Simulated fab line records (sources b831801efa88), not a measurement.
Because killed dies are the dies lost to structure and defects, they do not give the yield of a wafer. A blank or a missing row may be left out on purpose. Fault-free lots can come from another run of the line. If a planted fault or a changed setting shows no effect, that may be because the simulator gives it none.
A struck lot beside a sound one | flow sky130 | 35 out of 708 route steps
Sound: the wafers L851.1, L851.4, L851.5. Struck: wafer L869.6; the same lot's L869.1 was not struck, so it is left out; see the end for the cause.
Each step with rows lists, per side, the tool, then ch with its chambers, then its first start. Under that, the readings that differ: sound wafers | struck wafers | difference of the means | sigmas: that difference in standard deviations of wafers without a fault.
alike: readings whose means differ by less than 2 such deviations, and words and numbers that are the same on both sides. not compared: withheld readings, readings that some wafer has no value for, bounds like >300 that may hide the same value, and numbers for which the record gives no deviation and whose values overlap.
A row with sigmas, a row that says differs or no value, or rows on one side alone: a step with any of these is where the two part. Numbers that don't overlap but have no deviation are shown without sigmas and don't part them. Lack of a reading on every wafer of one side parts them only where that side has two or more wafers.

SKY_SD_P_CD_MEAS_07 targets a cd of 380 nm.
  sound on cd sem-02 at day 26 02:13; struck on cd sem-01 at day 31 18:56
  reading    | sound       | struck | difference | sigmas
  cd nm (nm) | 375 374 374 | 381    | +7         | +2
SKY_SD_P_OVL_MEAS_08:
  sound on overlay-02 at day 26 02:20; struck on overlay-02 at day 31 19:04
  alike: SD_P_OVL
following that, these wafers have no rows for 1 step: SKY_SD_P_IMPLANT_09.
SKY_SD_P_STRIP_10: strips in O2/N2.
  sound on plasma asher-02 ch 0, day 26 02:31; struck on plasma asher-01 ch 1, day 31 19:15
  alike: drypump motor current A, oes product au, strip time to endpoint s
  not compared: rf hours counter h
SKY_SD_P_TW_MEAS_11:
  sound on film metro-04 at day 26 02:37; struck on film metro-01 at day 31 19:21
  reading | sound          | struck | difference | sigmas
  SD_P_TW | 2836 2839 2841 | 2771   | -68        | -2
then, 7 steps without rows for these wafers: SKY_RES_XHIGH_DEHYDRATE_00 (time 60 s); SKY_RES_XHIGH_HMDS_01 (prime time 60 s); SKY_RES_XHIGH_COAT_02 (resist thk 1140 nm); SKY_RES_XHIGH_SOFTBAKE_03 (time 60 s); SKY_RES_XHIGH_EXPOSE_04 (exposes mask URPM, target cd 1270 nm); SKY_RES_XHIGH_PEB_05; SKY_RES_XHIGH_DEVELOP_06 (develop time 60 s).
SKY_RES_XHIGH_IMPLANT_07:
  sound on implanter-03 ch 0, day 27 06:51; struck on implanter-03 ch 0, day 32 22:24
  reading            | sound          | struck | difference | sigmas
  beam on s (s)      | 40.6 41.4 41.0 | 34.4   | -6.6       | -7
  faraday current uA | 500 491 497    | 591    | +95        | +10
  alike: dose ions cm2, end station pressure torr, tilt deg
SKY_RES_XHIGH_STRIP_08: strips in O2/N2.
  sound on plasma asher-03 ch 0,1, day 27 07:00; struck on plasma asher-01 ch 0, day 32 22:33
  reading                      | sound             | struck | difference | sigmas
  strip time to endpoint s (s) | 14.30 14.26 14.28 | 14.13  | -0.15      | -4
  alike: drypump motor current A, oes product au
  not compared: rf hours counter h
SKY_RES_XHIGH_TW_MEAS_09:
  sound on film metro-01 at day 27 07:08; struck on film metro-04 at day 32 22:39
  reading      | sound          | struck | difference | sigmas
  RES_XHIGH_TW | 1605 1613 1607 | 1563   | -45        | -2
then, 7 steps without rows for these wafers: SKY_SD_N_DEHYDRATE_00 (time 60 s); SKY_SD_N_HMDS_01 (prime time 60 s); SKY_SD_N_COAT_02 (resist thk 1140 nm); SKY_SD_N_SOFTBAKE_03 (time 60 s); SKY_SD_N_EXPOSE_04 (exposes mask NSDM, target cd 380 nm); SKY_SD_N_PEB_05; SKY_SD_N_DEVELOP_06 (develop time 60 s).
SKY_SD_N_CD_MEAS_07 targets a cd of 380 nm.
  sound on cd sem-02 at day 28 12:20; struck on cd sem-02 at day 34 01:20
  reading    | sound             | struck | difference | sigmas
  cd nm (nm) | 383.3 383.8 383.8 | 376.5  | -7.1       | -3
SKY_SD_N_OVL_MEAS_08:
  sound on overlay-02 at day 28 12:28; struck on overlay-02 at day 34 01:28
  alike: SD_N_OVL
then, 2 steps without rows for these wafers: SKY_SD_N_IMPLANT_09; SKY_SD_N_IMPLANT_10.
SKY_SD_N_STRIP_11: strips in O2/N2.
  sound on plasma asher-03 ch 0,1, day 28 12:48; struck on plasma asher-01 ch 0, day 34 01:48
  reading                      | sound             | struck | difference | sigmas
  strip time to endpoint s (s) | 22.46 22.47 22.48 | 22.56  | +0.09      | +2
  alike: drypump motor current A, oes product au
  not compared: rf hours counter h
SKY_SD_N_TW_MEAS_12:
  sound on film metro-02 at day 28 12:54; struck on film metro-01 at day 34 01:54
  alike: SD_N_TW
then, 1 step without rows for these wafers: SKY_SD_N_CLEAN_13 (cleans in SC1/SC2, time 150 s).
SKY_SD_N_RTA_14: time 2 s.
  sound on rtp anneal-01 ch 0, day 28 13:01; struck on rtp anneal-01 ch 0, day 34 02:01
  alike: lamp power pct, wafer_temp_C_max
SKY_SD_N_RS_MEAS_16: uses a four-point probe to measure.
  sound on film metro-02 at day 28 13:11; struck on film metro-02 at day 34 02:11
  alike: SD_N_RS
SKY_SD_N_RS_MEAS_17: uses a four-point probe to measure.
  sound on film metro-02 at day 28 13:18; struck on film metro-02 at day 34 02:18
  alike: SD_P_RS
SKY_SD_N_RS_MEAS_18: uses a four-point probe to measure.
  sound on film metro-02 at day 28 13:25; struck on film metro-02 at day 34 02:25
  reading               | sound             | struck | difference | sigmas
  RES_XHIGH_RS (ohm/sq) | 333.6 332.2 331.0 | 388.2  | +55.9      | +51
then, 1 step without rows for these wafers: SKY_SALICIDE_CLEAN_00 (cleans in HF-last, time 30 s).
-- the record jumps here: 16 days lie between the struck wafers' starts before and after (it left off in module SALICIDE and takes up again in module PAD_OPEN, whose first step shown is number 708 of the route) --
SKY_PAD_OPEN_PROBE_99:
  sound on prober-02 at day 46 11:51; struck on prober-02 at day 50 03:58
  reading                                  | sound             | struck | difference | sigmas
  model.etest.res xhigh po.line ohm um     | 5745 5951 5660    | 8295   | +2510      |
  model.etest.res xhigh po.rs ohm sq       | 2009 2116 1958    | 2920   | +892       |
  model.etest.res xhigh po.rs ohm sq range | 54.03 85.69 58.97 | 117.3  | +51.1      |
  alike: killed_at_M0_to_M3, killed_at_M4_up, killed at contacts, killed at front end, killed at other, killed dies, killed on rim, killed open, killed short

WHERE THEY PART
Earliest at SKY_SD_P_CD_MEAS_07; latest, in this record, at SKY_SD_N_RS_MEAS_18. Later steps at which nothing parts them and some readings are alike: SKY_PAD_OPEN_PROBE_99.

WHY: the cause the simulator had injected
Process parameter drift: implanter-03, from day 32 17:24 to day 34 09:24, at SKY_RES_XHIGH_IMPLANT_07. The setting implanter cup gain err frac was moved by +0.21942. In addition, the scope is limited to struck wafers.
